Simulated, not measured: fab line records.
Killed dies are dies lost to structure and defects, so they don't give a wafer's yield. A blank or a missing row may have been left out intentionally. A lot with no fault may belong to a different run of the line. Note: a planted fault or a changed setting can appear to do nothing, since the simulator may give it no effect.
fab line records    flow sky130
[record] lots = 6  wafers = 18  last-day = 50
route steps=708 shown SONOS_ONO@186 GATE_OXIDE@187 PAD_OPEN@708
lots untouched by any fault: they come from a run of this same line in which no faults occurred
start-h: hours from the record's opening day to when the first of the lot's shown wafers began    wait-h: hours elapsed since this lot's preceding step    " as in the row above    L1.1+2: a single row standing in for several wafers    - no value present, or no start provided    * or withheld: withheld    < > ~ a bound
route shown NAME@n: a module of which the file shows steps, and the number in the route of the first    usual: mean/standard deviation taken from wafers without a fault    same: alike in all rows    chamber/n: place in a boat    sites: readings site by site    _std_site: their standard deviation    _edge_site: outer sites' mean less inner sites'    radius-mm: for every site, how far away it sits from the centre of the wafer    mask NAME#n: copy n    behind: the most recent tool/chamber to have shaped the wafer    hold: reason for holding the lot/hours on hold/outcome of the hold    device: the transistor (n, p or np) that didn't switch    end of line: the route-end tests of the same wafers    for a step that has no rows: nothing shown but its recipe    killed: count of dies lost to structure and defects at first sort (not the wafer's yield)    map: a wafer's dies, x killed, . not, _ none there
set.NAME: setting as actually run; set.NAME@STEP: the setting as run at that earlier step    model.NAME: the simulator's own value behind a step, which no gauge read
lots at selected steps of the route; one table per step, one row per wafer
services: the hour from which a tool's chamber was out of use, counted from the record's first day as start-h (under 0 if before that day), plus the number of hours and why
[[steps]]
[step SKY_SONOS_ONO_WET_ETCH_18]
[recipe] chemistry = H3PO4  target-depth-nm = 15  target = Si3N4  temp-c = 160  time-s = 172
[step SKY_GATE_OXIDE_CLEAN_00]
[recipe] chemistry = SC1/SC2  mix = 1:4:20  temp-c = 70  time-s = 150  dry = n2-spin
[step SKY_GATE_OXIDE_OXIDATION_01]
[recipe] temp-c = 900  ambient = O2  stabilise-s = 600  purge-s = 300  target-thk-a = 102.68  ox-time-s = 1473
[step SKY_GATE_OXIDE_THK_MEAS_02]
[recipe] reads = SiO2_of_GATE_OXIDE_OXIDATION_01
[usual] GATE_OXIDE_OXIDATION_00_THK = 10.25/0.18
lot.wafer  tool           chamber  start-h  wait-h  GATE_OXIDE_OXIDATION_00_THK[nm]
L547.1     film-metro-02  -        285.06   0.0     10.19
L547.3     "              -        "        "       9.98
L547.5     "              -        "        "       10.16
L556.1     film-metro-01  -        360.93   0.0     10.21
L556.3     "              -        "        "       9.97
L556.5     "              -        "        "       10.15
L557.3     film-metro-03  -        373.60   0.0     10.28
L557.5     "              -        "        "       10.17
L557.6     "              -        "        "       10.18
L566.3     film-metro-01  -        444.29   0.0     10.58
L566.5     "              -        "        "       10.56
L566.6     "              -        "        "       10.63
L568.1     film-metro-03  -        472.72   0.0     10.28
L568.3     "              -        "        "       10.28
L568.4     "              -        "        "       10.34
L569.2     film-metro-01  -        474.01   0.0     10.24
L569.3     "              -        "        "       10.34
L569.6     "              -        "        "       10.39
[step SKY_GATE_OXIDE_DEHYDRATE_03]
[recipe] temp-c = 200  time-s = 60
[step SKY_GATE_OXIDE_HMDS_04]
[recipe] prime-time-s = 60  prime-temp-c = 120
[step SKY_GATE_OXIDE_COAT_05]
[recipe] resist = NOVOLAK  spin-rpm = 3000  resist-thk-nm = 1140
[step SKY_GATE_OXIDE_SOFTBAKE_06]
[recipe] temp-c = 90  time-s = 60  resist = NOVOLAK
[step SKY_GATE_OXIDE_EXPOSE_07]
[recipe] mask-id = LVOM  na = 0.6  source-shape = conventional  sigma-outer = 0.6  polarization = unpolarized  target-cd-nm = 600  dose-mj = 170
[step SKY_GATE_OXIDE_PEB_08]
[recipe] temp-c = withheld  time-s = *  resist = NOVOLAK
[step SKY_GATE_OXIDE_DEVELOP_09]
[recipe] resist = NOVOLAK  developer = TMAH  develop-time-s = 60  dev-temp-c = 23
[step SKY_GATE_OXIDE_OVL_MEAS_10]
[usual] GATE_OXIDE_OVL = -0.7/1.2
lot.wafer  tool        chamber  start-h  wait-h  GATE_OXIDE_OVL[nm]
L547.1     overlay-02  -        309.60   0.1     -3.3
L547.3     "           -        "        "       -0.2
L547.5     "           -        "        "       -0.7
L556.1     overlay-02  -        389.25   0.1     0.7
L556.3     "           -        "        "       0.8
L556.5     "           -        "        "       -2.8
L557.3     overlay-02  -        402.28   0.1     -1.1
L557.5     "           -        "        "       0.9
L557.6     "           -        "        "       -2.7
L566.3     overlay-01  -        474.83   0.1     -0.4
L566.5     "           -        "        "       0.6
L566.6     "           -        "        "       0.3
L568.1     overlay-02  -        502.66   0.1     -2.5
L568.3     "           -        "        "       -1.1
L568.4     "           -        "        "       -2.1
L569.2     overlay-01  -        504.60   0.1     0.6
L569.3     "           -        "        "       -0.6
L569.6     "           -        "        "       -1.1
[step SKY_GATE_OXIDE_IMPLANT_11]
[recipe] species = B  energy-kev = 10  dose-cm2 = 2.6e+12  tilt-deg = withheld
[usual] dose-ions-cm2 = 2.6e+12/2.8e+09
lot.wafer  tool          chamber  start-h  wait-h  dose-ions-cm2
L547.1     implanter-04  0        309.63   0.0     2.5941e+12
L547.3     "             0        "        "       2.5978e+12
L547.5     "             0        "        "       2.5969e+12
L556.1     implanter-03  0        389.28   0.0     2.7188e+12
L556.3     "             0        "        "       2.7167e+12
L556.5     "             0        "        "       2.7178e+12
L557.3     implanter-03  0        402.36   0.1     2.7164e+12
L557.5     "             0        "        "       2.7216e+12
L557.6     "             0        "        "       2.7209e+12
L566.3     implanter-01  0        474.91   0.1     2.6019e+12
L566.5     "             0        "        "       2.6017e+12
L566.6     "             0        "        "       2.6007e+12
L568.1     implanter-03  0        502.70   0.0     2.6032e+12
L568.3     "             0        "        "       2.5999e+12
L568.4     "             0        "        "       2.6023e+12
L569.2     implanter-03  0        504.66   0.0     2.5989e+12
L569.3     "             0        "        "       2.6004e+12
L569.6     "             0        "        "       2.6037e+12
[step SKY_GATE_OXIDE_WET_ETCH_12]
[recipe] chemistry = dHF  target-depth-nm = 16.8  dry = n2-spin  target = SiO2  dilution = 100:1  temp-c = 25  time-s = 336
[step SKY_PAD_OPEN_PROBE_99]
[usual] killed_at_M0_to_M3 = 44/6.9  killed_at_M4_up = 3.0/1.5  killed-at-contacts = 24/5.2  killed-at-front-end = 15/4.1  killed-at-other = 0.4/0.62  killed-dies = 87/9.6  killed-open = 47/7  killed-short = 40/6.2
[same] gross-dies = 492  killed-at-back-side = 0
lot.wafer  tool       chamber  start-h  wait-h  killed_at_M0_to_M3  killed_at_M4_up  killed-at-contacts  killed-at-front-end  killed-at-other  killed-dies  killed-open  killed-short  model.etest.pfet_01v8_lvt.drive-ua-um  model.etest.pfet_01v8_lvt.off-log10-a-um  model.etest.pfet_01v8_lvt.vt-sat-v  model.etest.pfet_01v8_lvt.vt-v  model.etest.pfet_01v8_lvt.vt-long-v  model.etest.pfet_01v8_lvt.body-rise-v
L547.1     prober-02  -        1069.62  0.1     56                  3                26                  21                   1                107          57           49            175.9                                  -8.709                                    -0.4359                             -0.5295                         -0.6451                              -0.2029
L547.3     prober-02  -        1069.72  0.2     50                  1                19                  14                   1                85           51           33            175.6                                  -8.728                                    -0.4406                             -0.5334                         -0.6484                              -0.1998
L547.5     prober-02  -        1069.82  0.2     47                  4                21                  25                   0                97           50           45            173.5                                  -8.888                                    -0.4428                             -0.5322                         -0.6473                              -0.2025
L556.1     prober-01  -        1133.11  0.1     45                  0                22                  20                   0                87           44           43            177.5                                  -8.396                                    -0.389                              -0.4836                         -0.6052                              -0.2152
L556.3     prober-01  -        1133.21  0.2     49                  2                34                  16                   0                101          50           51            180.2                                  -8.058                                    -0.3793                             -0.4739                         -0.5993                              -0.2158
L556.5     prober-01  -        1133.31  0.2     45                  4                30                  19                   0                98           51           47            179.7                                  -7.999                                    -0.3765                             -0.4728                         -0.5988                              -0.2156
L557.3     prober-02  -        1141.33  0.2     54                  5                25                  16                   0                100          52           47            179.3                                  -8.56                                     -0.4072                             -0.4986                         -0.6229                              -0.208
L557.5     prober-02  -        1141.43  0.2     46                  2                14                  18                   0                80           34           46            179.4                                  -8.601                                    -0.4064                             -0.4994                         -0.6204                              -0.2113
L557.6     prober-02  -        1141.48  0.2     27                  2                20                  19                   1                69           35           33            177                                    -8.474                                    -0.4074                             -0.5011                         -0.6225                              -0.2106
L566.3     prober-02  -        1177.44  0.2     51                  5                13                  9                    0                78           42           35            174.8                                  -9.071                                    -0.4476                             -0.5354                         -0.6555                              -0.2047
L566.5     prober-02  -        1177.54  0.2     42                  2                21                  13                   0                78           38           38            169.9                                  -9.259                                    -0.4558                             -0.5442                         -0.6604                              -0.1999
L566.6     prober-02  -        1177.59  0.2     48                  1                22                  14                   0                85           46           38            171.2                                  -9.289                                    -0.4536                             -0.543                          -0.6657                              -0.2017
L569.2     prober-01  -        1196.19  0.1     57                  2                22                  13                   0                94           53           40            174.1                                  -9.141                                    -0.4536                             -0.5435                         -0.6603                              -0.2002
L569.3     prober-01  -        1196.24  0.2     43                  0                33                  10                   1                87           50           36            169.8                                  -9.168                                    -0.4667                             -0.5519                         -0.6683                              -0.1968
L569.6     prober-01  -        1196.39  0.2     42                  1                23                  10                   0                76           45           31            171.5                                  -9.144                                    -0.4642                             -0.5512                         -0.6641                              -0.2006
L568.1     prober-02  -        1196.99  0.1     46                  1                24                  15                   1                87           51           35            172.3                                  -9.231                                    -0.4774                             -0.5627                         -0.6768                              -0.1987
L568.3     prober-02  -        1197.09  0.2     41                  2                22                  18                   0                83           43           40            173.7                                  -9.236                                    -0.4711                             -0.5565                         -0.6712                              -0.2007
L568.4     prober-02  -        1197.14  0.2     31                  5                18                  25                   1                80           45           35            171.9                                  -9.098                                    -0.4722                             -0.561                          -0.6726                              -0.1984
// killed by level:class
L547.1 VIA1:geometric-particle:open=13 VIA2:geometric-particle:open=11 LOCAL_INTERCONNECT:geometric-particle:short=9 CONTACT:geometric-particle:open=9 METAL2:geometric-particle:short=8 METAL3:geometric-particle:short=5 FIELD_ISO:geometric-particle:open=4 POLY_GATE:geometric-particle:short=4
L547.3 VIA1:geometric-particle:open=11 VIA2:geometric-particle:open=11 METAL1:geometric-particle:short=7 CONTACT:geometric-particle:open=6 VIA3:geometric-particle:open=6 LI_CONTACT:geometric-particle:open=5 LOCAL_INTERCONNECT:geometric-particle:short=5 VIA3:geometric-particle:short=5
L547.5 VIA1:geometric-particle:open=11 VIA3:geometric-particle:open=7 FIELD_ISO:geometric-particle:short=6 LI_CONTACT:geometric-particle:open=6 CONTACT:geometric-particle:short=6 METAL1:geometric-particle:short=6 VIA2:geometric-particle:open=6 CONTACT:geometric-particle:open=5
L556.1 VIA1:geometric-particle:open=10 METAL2:geometric-particle:short=9 LI_CONTACT:geometric-particle:open=7 CONTACT:geometric-particle:open=7 SPACER:geometric-particle:short=6 FIELD_ISO:geometric-particle:short=5 VIA2:geometric-particle:open=4 VIA3:geometric-particle:short=4
L556.3 CONTACT:geometric-particle:open=12 VIA1:geometric-particle:open=8 METAL2:geometric-particle:short=7 LI_CONTACT:geometric-particle:open=7 LI_CONTACT:geometric-particle:short=6 METAL1:geometric-particle:short=6 VIA2:geometric-particle:open=6 FIELD_ISO:geometric-particle:short=5
L556.5 VIA2:geometric-particle:open=12 CONTACT:geometric-particle:open=7 VIA3:geometric-particle:open=7 METAL1:geometric-particle:short=6 POLY_GATE:geometric-particle:open=6 LI_CONTACT:geometric-particle:open=6 LOCAL_INTERCONNECT:geometric-particle:short=6 CONTACT:geometric-particle:short=6
L557.3 METAL1:geometric-particle:short=10 VIA1:geometric-particle:open=10 CONTACT:geometric-particle:open=9 VIA1:geometric-particle:short=9 LI_CONTACT:geometric-particle:open=6 VIA3:geometric-particle:open=6 POLY_GATE:geometric-particle:open=5 CONTACT:geometric-particle:short=5
L557.5 VIA1:geometric-particle:open=10 METAL1:geometric-particle:short=9 POLY_GATE:geometric-particle:short=8 LOCAL_INTERCONNECT:geometric-particle:short=6 VIA1:geometric-particle:short=6 CONTACT:geometric-particle:open=5 METAL2:geometric-particle:short=5 VIA2:geometric-particle:short=4
L557.6 FIELD_ISO:geometric-particle:open=6 CONTACT:geometric-particle:open=6 VIA1:geometric-particle:open=4 LI_CONTACT:geometric-particle:short=4 CONTACT:geometric-particle:short=4 VIA1:geometric-particle:short=4 VIA3:geometric-particle:open=4 FIELD_ISO:geometric-particle:short=3
L566.3 VIA1:geometric-particle:open=17 CONTACT:geometric-particle:open=6 METAL2:geometric-particle:short=5 METAL1:geometric-particle:short=5 VIA3:geometric-particle:short=5 VIA2:geometric-particle:open=4 VIA2:geometric-particle:short=4 METAL4:geometric-particle:short=4
L566.5 CONTACT:geometric-particle:open=9 VIA3:geometric-particle:open=7 VIA1:geometric-particle:open=6 METAL2:geometric-particle:short=6 VIA2:geometric-particle:short=6 VIA2:geometric-particle:open=5 FIELD_ISO:geometric-particle:short=4 POLY_GATE:geometric-particle:short=4
L566.6 VIA1:geometric-particle:open=11 METAL2:geometric-particle:short=9 LI_CONTACT:geometric-particle:open=8 METAL1:geometric-particle:short=7 VIA3:geometric-particle:open=6 VIA2:geometric-particle:open=6 CONTACT:geometric-particle:open=5 VIA3:geometric-particle:short=5
L569.2 VIA1:geometric-particle:open=17 VIA3:geometric-particle:open=9 CONTACT:geometric-particle:open=8 METAL1:geometric-particle:short=8 VIA2:geometric-particle:open=7 VIA2:geometric-particle:short=6 METAL2:geometric-particle:short=5 LI_CONTACT:geometric-particle:open=5
L569.3 VIA1:geometric-particle:open=12 CONTACT:geometric-particle:open=10 LI_CONTACT:geometric-particle:open=6 VIA3:geometric-particle:open=6 LOCAL_INTERCONNECT:geometric-particle:short=6 CONTACT:geometric-particle:short=5 LI_CONTACT:geometric-particle:short=4 METAL3:geometric-particle:short=4
L569.6 VIA1:geometric-particle:open=9 LI_CONTACT:geometric-particle:open=7 CONTACT:geometric-particle:open=7 VIA2:geometric-particle:open=6 VIA3:geometric-particle:open=6 METAL1:geometric-particle:short=5 METAL3:geometric-particle:short=5 CONTACT:geometric-particle:short=4
L568.1 CONTACT:geometric-particle:open=10 VIA1:geometric-particle:open=9 VIA3:geometric-particle:open=9 METAL2:geometric-particle:short=7 CONTACT:geometric-particle:short=6 VIA2:geometric-particle:open=6 FIELD_ISO:geometric-particle:open=5 METAL1:geometric-particle:short=4
L568.3 VIA1:geometric-particle:open=8 LI_CONTACT:geometric-particle:open=7 FIELD_ISO:geometric-particle:short=6 CONTACT:geometric-particle:open=6 VIA2:geometric-particle:open=6 CONTACT:geometric-particle:short=4 VIA3:geometric-particle:open=4 METAL1:geometric-particle:short=4
L568.4 VIA1:geometric-particle:open=10 VIA3:geometric-particle:open=8 POLY_GATE:geometric-particle:open=7 FIELD_ISO:geometric-particle:short=6 POLY_GATE:geometric-particle:short=5 LI_CONTACT:geometric-particle:open=5 CONTACT:geometric-particle:open=5 METAL4:geometric-particle:short=5
[[services]]
tool          chamber  start-h  hours  kind
implanter-01  -        340.99   2.4    repair
implanter-03  -        384.80   2.5    pm
implanter-04  -        386.71   2.2    pm
implanter-04  -        421.71   7.7    repair
implanter-03  -        473.07   1.2    repair
implanter-04  -        487.32   2.7    pm
implanter-04  -        493.38   13.6   pm
[[key]]
[first-sign] step = SKY_GATE_OXIDE_IMPLANT_11  reading = dose-ions-cm2  direction = up  sigmas = 43  usual = *  struck = *
effect none on later readings
[model-effect] step = SKY_PAD_OPEN_PROBE_99  value = etest.pfet_01v8_lvt.drive-ua-um  without = 173.3  struck = 178.9
met-at SKY_GATE_OXIDE_IMPLANT_11
struck-wafers L556.1,L556.3,L556.5,L557.3,L557.5,L557.6
tester-left-out L556,L557
[fault] kind = process-parameter-drift  tool = implanter-03  chamber = -  onset-h = 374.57  steps = SKY_GATE_OXIDE_IMPLANT_11  channel = dose-cm2  offset = *  shape = step  end-h = 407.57  acts-in = *  stated = *
// tester-left-out: of these lots the tester's yield and bins aren't shown, on N5 and GAA mostly nor the transistor test; their killed dies are dies lost to structure and defects alone, not to doping, threshold or leakage, so they don't give the yield
